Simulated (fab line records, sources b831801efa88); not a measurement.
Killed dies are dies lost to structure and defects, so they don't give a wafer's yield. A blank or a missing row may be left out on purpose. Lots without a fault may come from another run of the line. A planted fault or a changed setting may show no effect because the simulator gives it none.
Chamber matching | flow sfq_line | SFQ_TRILAYER_L0_CAP_PECVD_011 on pecvd-02: 3 sister chambers
The step deposits SiO2 from SiH4/N2O, time 13.333 s, target thk 60 nm. 3 wafers are shown with their chamber, then 7 later ones without.

WAFERS WITH THEIR CHAMBER
wafer  | chamber | heater_power_outer_w (W)
L384.2 | 0       | 15
L398.3 | 2       | 41
L398.5 | 1       | 22

WAFERS WITHOUT THEIR CHAMBER
wafer  | heater_power_outer_w (W)
L398.6 | 40
L400.3 | 40
L400.4 | 39
L400.6 | 14
L401.2 | 19
L401.3 | 40
L401.4 | 40

WHICH CHAMBER EACH WENT THROUGH
wafer  | from the rows above     | in truth
L398.6 | 2                       | 2
L400.3 | 2                       | 2
L400.4 | 2                       | 2
L400.6 | 0                       | 0
L401.2 | can't be placed: 1 or 0 | 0
L401.3 | 2                       | 2
L401.4 | 2                       | 2
Placed correctly: 6 of 7. Can't be placed from these rows: 1 (the true chamber is among the candidates in 1). Placed wrongly: 0.
How it was worked out, from the rows above alone: a wafer's distance from a chamber is the root of the sum, over the readings, of the square of ((its reading less the chamber's mean) divided by the reading's scatter). The wafer belongs to the nearest chamber; if the next one is less than 2 further off, it can't be placed. A chamber's mean is the mean of its shown wafers. The scatter: with one shown wafer a chamber, the root of the mean of the squares of how far each hidden wafer lies from its nearest shown one.
